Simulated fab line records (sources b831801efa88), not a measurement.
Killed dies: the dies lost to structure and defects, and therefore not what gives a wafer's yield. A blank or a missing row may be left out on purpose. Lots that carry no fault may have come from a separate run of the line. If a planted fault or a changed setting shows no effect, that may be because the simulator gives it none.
fab line records ; flow sky130
record: lots: 7; wafers: 21; lastDay: 50
route steps=708 shown VT_ADJUST_HVTP@94 VT_ADJUST_LVTN@97 VT_ADJUST_NCORE@119
lots untouched by any fault: they come from a run of this same line in which no faults occurred
startH: start of the lot's first displayed wafer, in hours after the record's first day ; waitH: hours from the lot's prior step to this one ; " identical to the entry in the row above ; L1.1+2: one row covering several wafers at once ; - either no value or no given start ; * or withheld: withheld ; < > ~ a bound
route shown NAME@n: NAME is a module with steps in the file, n the number in the route of the first one ; usual: mean/standard deviation of fault-free wafers ; same: alike in all rows ; chamber/n: place in a boat ; sites: readings site by site ; _std_site: the standard deviation of these ; _edge_site: outer sites' mean less inner sites' ; radiusMm: how far each site lies from the wafer's centre ; mask NAME#n: copy n ; behind: the tool/chamber that last shaped the wafer ; hold: reason for holding the lot/hours on hold/outcome of the hold ; device: names the non-switching transistor (n, p or np) ; end of line: the route-end tests of the same wafers ; a step without rows: its recipe alone ; killed: not the wafer's yield, but the dies lost to structure and defects at the first sort ; map: a wafer's dies, x killed, . not, _ none there
set.NAME: the run value of the setting; set.NAME@STEP: its run value at that earlier step ; model.NAME: the simulator's own value behind a step, which no gauge read
lots seen at some steps along the route; tables by step, rows by wafer
services: a tool's chamber out of use, with start hour (startH, from the record's first day; less than 0 if before it), hours out, and reason
== steps ==
step: SKY_VT_ADJUST_HVTP_IMPLANT_09
recipe: species: As; energyKev: 150; doseCm2: 4.3e+12; tiltDeg: withheld
step: SKY_VT_ADJUST_HVTP_STRIP_10
recipe: chemistry: O2/N2; powerW: 1400; pressureMtorr: 1500; platenTempC: withheld; o2FlowSccm: 3000; n2FlowSccm: 300; overashFraction: 0.5
usual: chamberPressureMTorr: 1500.2/1.3; drypumpMotorCurrentA: 5.78/0.16; oesProductAu: 0.716/0.0046; stripTimeToEndpointS: 14.04/0.041
same: overashFraction: 0.5
lot.wafer;tool;chamber;startH;waitH;chamberPressureMTorr;drypumpMotorCurrentA;oesProductAu;rfHoursCounterH;stripTimeToEndpointS
L570.3;plasmaAsher-01;0;136.27;0.1;1501.2;5.83;0.713;-;14.04
L570.4;plasmaAsher-01;1;136.27;0.1;1500.7;5.76;0.723;-;14.04
L570.5;plasmaAsher-01;1;136.27;0.1;1498.9;5.76;0.712;-;14.11
L571.2;plasmaAsher-03;1;157.40;0.1;1497.4;5.55;0.714;3;14.00
L571.4;plasmaAsher-03;1;157.40;0.1;1500.3;5.56;0.714;-;14.03
L571.5;plasmaAsher-03;0;157.40;0.1;1500.2;6.02;0.715;-;14.05
L572.2;plasmaAsher-03;0;161.59;0.1;1500.2;6.03;0.725;4;14.09
L572.3;plasmaAsher-03;1;161.59;0.1;1499.8;5.57;0.717;-;14.05
L572.4;plasmaAsher-03;0;161.59;0.1;1500.0;6.05;0.708;-;14.02
L573.1;plasmaAsher-01;1;163.14;0.1;1499.9;5.78;0.715;46;14.05
L573.2;plasmaAsher-01;0;163.14;0.1;1501.2;5.82;0.712;46;14.08
L573.4;plasmaAsher-01;1;163.14;0.1;1501.6;5.78;0.713;-;14.13
L581.1;plasmaAsher-02;1;218.19;0.1;1500.2;5.91;0.717;42;14.06
L581.4;plasmaAsher-02;1;218.19;0.1;1502.7;5.91;0.713;-;14.02
L581.5;plasmaAsher-02;1;218.19;0.1;1500.7;5.90;0.712;-;14.08
L582.3;plasmaAsher-03;0;218.67;0.1;1499.7;6.03;0.714;-;14.01
L582.5;plasmaAsher-03;0;218.67;0.1;1497.4;6.04;0.709;-;14.01
L582.6;plasmaAsher-03;1;218.67;0.1;1503.3;5.57;0.720;-;14.07
L588.2;plasmaAsher-01;1;250.10;0.1;1500.9;5.78;0.725;55;14.03
L588.3;plasmaAsher-01;0;250.10;0.1;1497.4;5.82;0.718;-;14.05
L588.4;plasmaAsher-01;1;250.10;0.1;1501.4;5.80;0.709;-;14.02
step: SKY_VT_ADJUST_HVTP_TW_MEAS_11
usual: VT_ADJUST_HVTP_TW: 1346/14
lot.wafer;tool;chamber;startH;waitH;VT_ADJUST_HVTP_TW
L570.3;filmMetro-02;-;136.36;0.1;1343
L570.4;filmMetro-02;-;136.36;0.1;1343
L570.5;filmMetro-02;-;136.36;0.1;1346
L571.2;filmMetro-03;-;157.51;0.1;1329
L571.4;filmMetro-03;-;157.51;0.1;1331
L571.5;filmMetro-03;-;157.51;0.1;1327
L572.2;filmMetro-03;-;161.70;0.1;1325
L572.3;filmMetro-03;-;161.70;0.1;1325
L572.4;filmMetro-03;-;161.70;0.1;1325
L573.1;filmMetro-02;-;163.24;0.1;1342
L573.2;filmMetro-02;-;163.24;0.1;1335
L573.4;filmMetro-02;-;163.24;0.1;1339
L581.1;filmMetro-03;-;218.29;0.1;1347
L581.4;filmMetro-03;-;218.29;0.1;1341
L581.5;filmMetro-03;-;218.29;0.1;1335
L582.3;filmMetro-03;-;218.76;0.1;1345
L582.5;filmMetro-03;-;218.76;0.1;1346
L582.6;filmMetro-03;-;218.76;0.1;1334
L588.2;filmMetro-04;-;250.21;0.1;1371
L588.3;filmMetro-04;-;250.21;0.1;1381
L588.4;filmMetro-04;-;250.21;0.1;1377
step: SKY_VT_ADJUST_LVTN_DEHYDRATE_00
recipe: tempC: 200; timeS: 60
step: SKY_VT_ADJUST_LVTN_HMDS_01
recipe: primeTimeS: 60; primeTempC: 120
step: SKY_VT_ADJUST_LVTN_COAT_02
recipe: spinRpm: 2000; resistThkNm: 3000
step: SKY_VT_ADJUST_LVTN_SOFTBAKE_03
recipe: tempC: 110; timeS: withheld
step: SKY_VT_ADJUST_LVTN_EXPOSE_04
recipe: maskId: NWM_COMPLEMENT_LESS_NATIVE; na: 0.6; sourceShape: conventional; sigmaOuter: 0.6; polarization: unpolarized; targetCdNm: 840; doseMj: 194
step: SKY_VT_ADJUST_LVTN_PEB_05
recipe: tempC: 115; timeS: withheld
step: SKY_VT_ADJUST_LVTN_DEVELOP_06
recipe: wallAngleDeg: 90; developer: TMAH; developTimeS: 60; devTempC: 23
step: SKY_VT_ADJUST_LVTN_OVL_MEAS_07
usual: VT_ADJUST_LVTN_OVL: 0.3/1.3
lot.wafer;tool;chamber;startH;waitH;VT_ADJUST_LVTN_OVL[nm]
L570.3;overlay-02;-;155.42;-;1.4
L570.4;overlay-02;-;155.42;-;-0.3
L570.5;overlay-02;-;155.42;-;0.0
L571.2;overlay-01;-;177.47;-;-0.5
L571.4;overlay-01;-;177.47;-;-1.7
L571.5;overlay-01;-;177.47;-;0.3
L572.2;overlay-01;-;181.64;-;-0.1
L572.3;overlay-01;-;181.64;-;0.3
L572.4;overlay-01;-;181.64;-;-0.5
L573.1;overlay-01;-;183.54;-;0.4
L573.2;overlay-01;-;183.54;-;-1.8
L573.4;overlay-01;-;183.54;-;-1.2
L581.1;overlay-02;-;240.66;-;1.5
L581.4;overlay-02;-;240.66;-;0.7
L581.5;overlay-02;-;240.66;-;1.2
L582.3;overlay-02;-;241.37;-;1.1
L582.5;overlay-02;-;241.37;-;0.6
L582.6;overlay-02;-;241.37;-;0.2
L588.2;overlay-02;-;272.97;-;-1.0
L588.3;overlay-02;-;272.97;-;-0.6
L588.4;overlay-02;-;272.97;-;0.1
step: SKY_VT_ADJUST_LVTN_IMPLANT_08
recipe: species: B; energyKev: 30; doseCm2: 1.57e+12; tiltDeg: withheld
step: SKY_VT_ADJUST_LVTN_STRIP_09
recipe: chemistry: O2/N2; powerW: 1400; pressureMtorr: 1500; platenTempC: withheld; o2FlowSccm: 3000; n2FlowSccm: 300; overashFraction: 0.5
usual: chamberPressureMTorr: 1500.0/1.3; drypumpMotorCurrentA: 5.76/0.11; oesProductAu: 0.723/0.0042; overashFraction: 0.5/0; stripTimeToEndpointS: 36.94/0.094
lot.wafer;tool;chamber;startH;waitH;chamberPressureMTorr;drypumpMotorCurrentA;oesProductAu;overashFraction;rfHoursCounterH;stripTimeToEndpointS;model.coat_of_VT_ADJUST_LVTN_COAT_02.thkNm
L570.3;plasmaAsher-04;1;155.63;0.1;1498.5;5.78;0.723;0.5;-;36.96;0
L570.4;plasmaAsher-04;0;155.63;0.1;1501.1;5.69;0.722;0.5;-;36.95;0
L570.5;plasmaAsher-04;0;155.63;0.1;1497.8;5.71;0.719;0.5;-;36.94;0
L571.2;plasmaAsher-02;1;177.65;0.1;-;-;-;-;-;-;2987
L571.4;plasmaAsher-02;1;177.65;0.1;-;-;-;-;-;-;2987
L571.5;plasmaAsher-02;0;177.65;0.1;-;-;-;-;-;-;2987
L572.2;plasmaAsher-01;0;181.82;0.1;-;-;-;-;-;-;2987
L572.3;plasmaAsher-01;1;181.82;0.1;-;-;-;-;-;-;2992
L572.4;plasmaAsher-01;0;181.82;0.1;-;-;-;-;-;-;2981
L573.1;plasmaAsher-02;1;183.72;0.1;-;-;-;-;-;-;3011
L573.2;plasmaAsher-02;0;183.72;0.1;-;-;-;-;-;-;3004
L573.4;plasmaAsher-02;1;183.72;0.1;-;-;-;-;-;-;3007
L581.1;plasmaAsher-01;1;240.85;0.1;1500.0;5.76;0.729;0.5;54;36.81;0
L581.4;plasmaAsher-01;1;240.85;0.1;1501.4;5.76;0.720;0.5;-;36.82;0
L581.5;plasmaAsher-01;1;240.85;0.1;1499.7;5.77;0.722;0.5;-;36.93;0
L582.3;plasmaAsher-04;0;241.58;0.1;1499.7;5.70;0.724;0.5;-;37.01;0
L582.5;plasmaAsher-04;0;241.58;0.1;1501.5;5.70;0.719;0.5;-;36.87;0
L582.6;plasmaAsher-04;1;241.58;0.1;1501.5;5.79;0.733;0.5;-;36.95;0
L588.2;plasmaAsher-02;1;273.15;0.1;1499.9;5.91;0.722;0.5;47;36.99;0
L588.3;plasmaAsher-02;0;273.15;0.1;1500.4;5.53;0.728;0.5;-;36.94;0
L588.4;plasmaAsher-02;1;273.15;0.1;1498.3;5.92;0.721;0.5;-;37.03;0
step: SKY_VT_ADJUST_LVTN_TW_MEAS_10
usual: VT_ADJUST_LVTN_TW: 241/3.1
lot.wafer;tool;chamber;startH;waitH;VT_ADJUST_LVTN_TW
L570.3;filmMetro-04;-;155.72;0.1;245
L570.4;filmMetro-04;-;155.72;0.1;245
L570.5;filmMetro-04;-;155.72;0.1;244
L571.2;filmMetro-01;-;177.76;0.1;236
L571.4;filmMetro-01;-;177.76;0.1;238
L571.5;filmMetro-01;-;177.76;0.1;238
L572.2;filmMetro-01;-;181.93;0.1;238
L572.3;filmMetro-01;-;181.93;0.1;237
L572.4;filmMetro-01;-;181.93;0.1;238
L573.1;filmMetro-01;-;183.82;0.1;237
L573.2;filmMetro-01;-;183.82;0.1;236
L573.4;filmMetro-01;-;183.82;0.1;238
L581.1;filmMetro-01;-;240.95;0.1;240
L581.4;filmMetro-01;-;240.95;0.1;240
L581.5;filmMetro-01;-;240.95;0.1;240
L582.3;filmMetro-03;-;241.67;0.1;237
L582.5;filmMetro-03;-;241.67;0.1;239
L582.6;filmMetro-03;-;241.67;0.1;238
L588.2;filmMetro-04;-;273.26;0.1;243
L588.3;filmMetro-04;-;273.26;0.1;244
L588.4;filmMetro-04;-;273.26;0.1;244
step: SKY_VT_ADJUST_LVTN_DEHYDRATE_11
recipe: tempC: 200; timeS: 60
step: SKY_VT_ADJUST_LVTN_HMDS_12
recipe: primeTimeS: 60; primeTempC: 120
step: SKY_VT_ADJUST_LVTN_COAT_13
recipe: resist: NOVOLAK; spinRpm: 3000; resistThkNm: 1140
step: SKY_VT_ADJUST_LVTN_SOFTBAKE_14
recipe: tempC: 90; timeS: 60; resist: NOVOLAK
step: SKY_VT_ADJUST_LVTN_EXPOSE_15
recipe: maskId: HVN_STD_DERIVED; na: 0.6; sourceShape: conventional; sigmaOuter: 0.6; polarization: unpolarized; targetCdNm: 600; doseMj: 163
step: SKY_VT_ADJUST_LVTN_PEB_16
recipe: tempC: withheld; timeS: *; resist: NOVOLAK
step: SKY_VT_ADJUST_LVTN_DEVELOP_17
recipe: resist: NOVOLAK; developer: TMAH; developTimeS: 60; devTempC: 23
step: SKY_VT_ADJUST_LVTN_OVL_MEAS_18
usual: VT_ADJUST_LVTN_01_OVL: -0.5/1.5
lot.wafer;tool;chamber;startH;waitH;VT_ADJUST_LVTN_01_OVL[nm]
L570.3;overlay-01;-;175.47;0.1;0.0
L570.4;overlay-01;-;175.47;0.1;-1.2
L570.5;overlay-01;-;175.47;0.1;-1.6
L571.2;overlay-01;-;199.07;0.1;0.5
L571.4;overlay-01;-;199.07;0.1;-0.6
L571.5;overlay-01;-;199.07;0.1;-0.5
L572.2;overlay-02;-;202.94;0.1;1.1
L572.3;overlay-02;-;202.94;0.1;1.0
L572.4;overlay-02;-;202.94;0.1;0.8
L573.1;overlay-01;-;205.36;0.1;-2.4
L573.2;overlay-01;-;205.36;0.1;-2.5
L573.4;overlay-01;-;205.36;0.1;-2.1
L581.1;overlay-02;-;265.28;0.1;3.0
L581.4;overlay-02;-;265.28;0.1;-1.2
L581.5;overlay-02;-;265.28;0.1;1.0
L582.3;overlay-02;-;266.39;0.1;-0.4
L582.5;overlay-02;-;266.39;0.1;-0.5
L582.6;overlay-02;-;266.39;0.1;-2.4
L588.2;overlay-02;-;297.59;0.1;-1.3
L588.3;overlay-02;-;297.59;0.1;-2.4
L588.4;overlay-02;-;297.59;0.1;-0.5
step: SKY_VT_ADJUST_LVTN_IMPLANT_19
recipe: species: B; energyKev: 30; doseCm2: 6.5e+11; tiltDeg: withheld
step: SKY_VT_ADJUST_LVTN_STRIP_20
recipe: chemistry: O2/N2; powerW: 1400; pressureMtorr: 1500; platenTempC: withheld; o2FlowSccm: 3000; n2FlowSccm: 300; overashFraction: 0.5
usual: chamberPressureMTorr: 1500.0/1.3; drypumpMotorCurrentA: 5.75/0.11; oesProductAu: 0.716/0.0048; stripTimeToEndpointS: 14.18/0.035
same: overashFraction: 0.5
lot.wafer;tool;chamber;startH;waitH;chamberPressureMTorr;drypumpMotorCurrentA;oesProductAu;rfHoursCounterH;stripTimeToEndpointS
L570.3;plasmaAsher-04;1;175.83;0.2;1499.3;5.80;0.718;-;14.13
L570.4;plasmaAsher-04;0;175.83;0.2;1500.2;5.69;0.714;-;14.20
L570.5;plasmaAsher-04;1;175.83;0.2;1501.6;5.80;0.719;-;14.16
L571.2;plasmaAsher-01;0;199.25;0.1;1499.8;5.84;0.727;50;58.63
L571.4;plasmaAsher-01;1;199.25;0.1;1499.8;5.79;0.736;-;58.59
L571.5;plasmaAsher-01;0;199.25;0.1;1498.5;5.83;0.725;-;58.59
L572.2;plasmaAsher-04;1;203.12;0.1;1500.4;5.80;0.732;52;58.52
L572.3;plasmaAsher-04;0;203.12;0.1;1498.7;5.67;0.729;-;58.59
L572.4;plasmaAsher-04;1;203.12;0.1;1501.6;5.81;0.728;-;58.43
L573.1;plasmaAsher-02;1;205.55;0.1;1501.2;5.86;0.740;41;58.93
L573.2;plasmaAsher-02;0;205.55;0.1;1500.9;5.53;0.722;41;58.75
L573.4;plasmaAsher-02;1;205.55;0.1;1500.3;5.89;0.724;-;58.83
L581.1;plasmaAsher-01;0;265.47;0.1;1503.1;5.83;0.719;56;14.23
L581.4;plasmaAsher-01;1;265.47;0.1;1499.0;5.76;0.718;-;14.15
L581.5;plasmaAsher-01;0;265.47;0.1;1498.5;5.81;0.713;-;14.21
L582.3;plasmaAsher-02;1;266.60;0.1;1500.9;5.94;0.709;-;14.25
L582.5;plasmaAsher-02;1;266.60;0.1;1504.3;5.92;0.718;-;14.22
L582.6;plasmaAsher-02;0;266.60;0.1;1499.2;5.52;0.712;-;14.26
L588.2;plasmaAsher-04;0;297.84;0.1;1500.8;5.73;0.720;62;14.22
L588.3;plasmaAsher-04;1;297.84;0.1;1498.2;5.82;0.716;-;14.20
L588.4;plasmaAsher-04;0;297.84;0.1;1500.7;5.73;0.719;-;14.19
step: SKY_VT_ADJUST_LVTN_TW_MEAS_21
usual: VT_ADJUST_LVTN_2_TW: 187.6/2.1
lot.wafer;tool;chamber;startH;waitH;VT_ADJUST_LVTN_2_TW
L570.3;filmMetro-03;-;175.92;0.1;185.3
L570.4;filmMetro-03;-;175.92;0.1;185.4
L570.5;filmMetro-03;-;175.92;0.1;186.9
L571.2;filmMetro-03;-;199.36;0.1;29.8
L571.4;filmMetro-03;-;199.36;0.1;29.9
L571.5;filmMetro-03;-;199.36;0.1;29.8
L572.2;filmMetro-01;-;203.23;0.1;29.7
L572.3;filmMetro-01;-;203.23;0.1;29.7
L572.4;filmMetro-01;-;203.23;0.1;29.7
L573.1;filmMetro-04;-;205.65;0.1;30.2
L573.2;filmMetro-04;-;205.65;0.1;30.4
L573.4;filmMetro-04;-;205.65;0.1;30.4
L581.1;filmMetro-04;-;265.57;0.1;190.2
L581.4;filmMetro-04;-;265.57;0.1;189.5
L581.5;filmMetro-04;-;265.57;0.1;189.8
L582.3;filmMetro-04;-;266.69;0.1;190.1
L582.5;filmMetro-04;-;266.69;0.1;189.8
L582.6;filmMetro-04;-;266.69;0.1;190.1
L588.2;filmMetro-04;-;297.95;0.1;190.0
L588.3;filmMetro-04;-;297.95;0.1;190.7
L588.4;filmMetro-04;-;297.95;0.1;190.4
step: SKY_VT_ADJUST_NCORE_DEHYDRATE_00
recipe: tempC: 200; timeS: 60
== services ==
tool;chamber;startH;hours;kind
plasmaAsher-03;0;117.75;-;clean
plasmaAsher-03;1;117.75;-;clean
plasmaAsher-02;-;173.29;0.4;repair
plasmaAsher-03;-;190.92;2.8;repair
plasmaAsher-03;-;208.15;1.9;repair
plasmaAsher-03;-;274.20;2.4;repair
== key ==
firstSign: step: SKY_VT_ADJUST_LVTN_STRIP_09; reading: toolRecord; direction: missing
effect: step: SKY_VT_ADJUST_LVTN_STRIP_20; reading: stripTimeToEndpointS; direction: up; sigmas: 99+; usual: *; struck: *
effect: step: SKY_VT_ADJUST_LVTN_TW_MEAS_21; reading: VT_ADJUST_LVTN_2_TW; direction: down; sigmas: 75; usual: 187.6; struck: 29.9
modelEffect: step: SKY_VT_ADJUST_LVTN_STRIP_09; value: coat_of_VT_ADJUST_LVTN_COAT_02.thkNm; without: 0; struck: 2994
metAt SKY_VT_ADJUST_LVTN_STRIP_09
struckWafers L571.2,L571.4,L571.5,L572.2,L572.3,L572.4,L573.1,L573.2,L573.4
sortLeftOut L571.2,L571.4,L571.5,L572.2,L572.3,L572.4,L573.1,L573.2,L573.4
testerLeftOut L571,L572,L573
fault: kind: skippedStepWhole; tool: plasmaAsher-01,plasmaAsher-02; chamber: -; onsetH: 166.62; steps: SKY_VT_ADJUST_LVTN_STRIP_09; scope: struckLotsOnly
testerLeftOut: of these lots the tester's yield and bins aren't shown, on N5 and GAA mostly nor the transistor test; their killed dies are dies lost to structure and defects alone, not to doping, threshold or leakage, so they don't give the yield
sortLeftOut: the simulated sort isn't trusted on such a fault, so these wafers' sort isn't shown, and their yield isn't known
